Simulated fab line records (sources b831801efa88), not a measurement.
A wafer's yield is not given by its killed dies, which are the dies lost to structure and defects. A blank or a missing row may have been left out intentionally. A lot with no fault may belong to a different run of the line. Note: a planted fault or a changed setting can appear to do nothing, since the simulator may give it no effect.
A struck lot beside a sound one + flow sky130 + 36 steps out of a route of 708
Sound: these wafers, L109.2, L109.5, L109.6. The struck wafers were L100.3, L100.5, L100.6. The cause is given at the end.
Each step with rows lists, per side, the tool, then ch with its chambers, then its first start. Under that, the readings that differ: sound wafers + struck wafers + difference of the means + sigmas: that difference in standard deviations of wafers without a fault.
alike: same words and numbers on both sides, and readings whose means sit less than 2 such deviations apart. not compared: any withheld reading, any reading some wafer has no value for, any bound like >300 that may hide the same value, and any number with overlapping values for which the record gives no deviation.
A row with sigmas, a row that says differs or no value, or rows on one side alone: a step with any of these is where the two part. Numbers that don't overlap but have no deviation are shown without sigmas and don't part them. A reading that every wafer of one side lacks parts them only if that side has two wafers or more.

first, 10 steps without rows for these wafers: SKY_GATE_OXIDE_COAT_05 (resist thk 1140 nm); SKY_GATE_OXIDE_SOFTBAKE_06 (time 60 s); SKY_GATE_OXIDE_EXPOSE_07 (exposes mask LVOM, target cd 600 nm); SKY_GATE_OXIDE_PEB_08; SKY_GATE_OXIDE_DEVELOP_09 (develop time 60 s); SKY_GATE_OXIDE_IMPLANT_11; SKY_GATE_OXIDE_WET_ETCH_12 (etches SiO2 in dHF, target depth 16.8 nm, time 336 s); SKY_GATE_OXIDE_STRIP_13 (strips in O2/N2); SKY_GATE_OXIDE_CLEAN_15 (cleans in SC1/SC2, time 150 s); SKY_GATE_OXIDE_OXIDATION_16 (stabilise 600 s, purge 300 s, target thk 3.57 nm).
SKY_POLY_GATE_CVD_00: deposits poly-Si, target thk 180 nm, time 720 s.
  sound on lpcvd-01 ch 0, day 22 11:01; struck on lpcvd-01 ch 0, day 19 01:52
| reading                                       | sound             | struck            | difference | sigmas |
|-----------------------------------------------|-------------------|-------------------|------------|--------|
| model.poly-Si_of_POLY_GATE_CVD_00.thk nm (nm) | 182.4 181.7 181.1 | 186.8 188.3 187.1 | +5.7       |        |
  alike: spike tc lower C
SKY_POLY_GATE_THK_MEAS_01:
  struck on film metro-01, day 19 03:05; sound on film metro-02, day 22 12:14
| reading                   | sound             | struck            | difference | sigmas |
|---------------------------|-------------------|-------------------|------------|--------|
| POLY_GATE_CVD_00_THK (nm) | 182.4 181.8 181.2 | 187.0 188.3 187.1 | +5.7       | +3     |
then, 9 steps without rows for these wafers: SKY_RES_PROTECT_DEHYDRATE_00 (time 60 s); SKY_RES_PROTECT_HMDS_01 (prime time 60 s); SKY_RES_PROTECT_COAT_02 (resist thk 1140 nm); SKY_RES_PROTECT_SOFTBAKE_03 (time 60 s); SKY_RES_PROTECT_EXPOSE_04 (exposes mask RPM, target cd 1270 nm); SKY_RES_PROTECT_PEB_05; SKY_RES_PROTECT_DEVELOP_06 (develop time 60 s); SKY_POLY_GATE_IMPLANT_02; SKY_RES_PROTECT_STRIP_07 (strips in O2/N2).
SKY_RES_PROTECT_CLEAN_09: cleans in SC1/SC2, time 150 s.
  sound on wet bench-03 ch 1, day 23 18:38; struck on wet bench-01 ch 1, day 20 10:00
| reading                                       | sound             | struck            | difference | sigmas |
|-----------------------------------------------|-------------------|-------------------|------------|--------|
| model.poly-Si_of_POLY_GATE_CVD_00.thk nm (nm) | 181.8 181.1 180.5 | 186.2 187.6 186.4 | +5.6       |        |
  alike: bath guard temp C
then, 11 steps without rows for these wafers: SKY_POLY_GATE_CVD_03 (deposits Si3N4 from DCS/NH3, target thk 75 nm, time 1290 s); SKY_POLY_GATE_DEHYDRATE_05 (time 60 s); SKY_POLY_GATE_HMDS_06 (prime time 60 s); SKY_POLY_GATE_COAT_07 (resist thk 110 nm); SKY_POLY_GATE_COAT_08 (resist thk 450 nm); SKY_POLY_GATE_SOFTBAKE_09 (time 90 s); SKY_POLY_GATE_EXPOSE_10 (exposes mask P1M, target cd 150 nm); SKY_POLY_GATE_PEB_11; SKY_POLY_GATE_DEVELOP_12 (develop time 60 s); SKY_POLY_GATE_ETCH_15 (etches BARC in N2/H2, stops on SiO2, time 118.5 s, target depth 110 nm); SKY_POLY_GATE_ETCH_16 (etches Si3N4 in CH3F/O2, stops on poly-Si, time 147.5 s, target depth 75 nm).
SKY_POLY_GATE_ETCH_17: etches poly-Si in HBr/Cl2, stops on SiO2, target depth 180 nm, time 70.5 s.
  sound on rie si-01 ch 0,1,2, day 25 01:59; struck on rie si-01 ch 0,1, day 21 17:53
  alike: drypump motor current A, he backside leak sccm, oes product au, throttle valve pct
  not compared: rf hours counter h, model.etch.depth nm, model.POLY_GATE.feature depth nm
then, 1 step without rows for these wafers: SKY_POLY_GATE_STRIP_18 (strips in O2/N2).
-- a jump in the record: the struck wafers' starts before and after are 28 days apart (it breaks off in module POLY_GATE and resumes in module PAD_OPEN, where the first step shown is number 708 of the route) --
SKY_PAD_OPEN_PROBE_99:
  struck on prober-02, day 49 06:33; sound on prober-01, day 51 03:55
| reading                        | sound            | struck            | difference | sigmas |
|--------------------------------|------------------|-------------------|------------|--------|
| model.etest.res poly.rs ohm sq | 49.02 48.44 48.6 | 46.25 46.62 46.39 | -2.27      |        |
  alike: killed_at_M0_to_M3, killed_at_M4_up, killed at contacts, killed at front end, killed at other, killed dies, killed open, killed short

## WHERE THEY PART
Only at SKY_POLY_GATE_THK_MEAS_01, as far as this record shows. Later steps at which nothing parts them and some readings are alike: SKY_RES_PROTECT_CLEAN_09, SKY_POLY_GATE_ETCH_17, SKY_PAD_OPEN_PROBE_99.

WHY: what had been put in by the simulator
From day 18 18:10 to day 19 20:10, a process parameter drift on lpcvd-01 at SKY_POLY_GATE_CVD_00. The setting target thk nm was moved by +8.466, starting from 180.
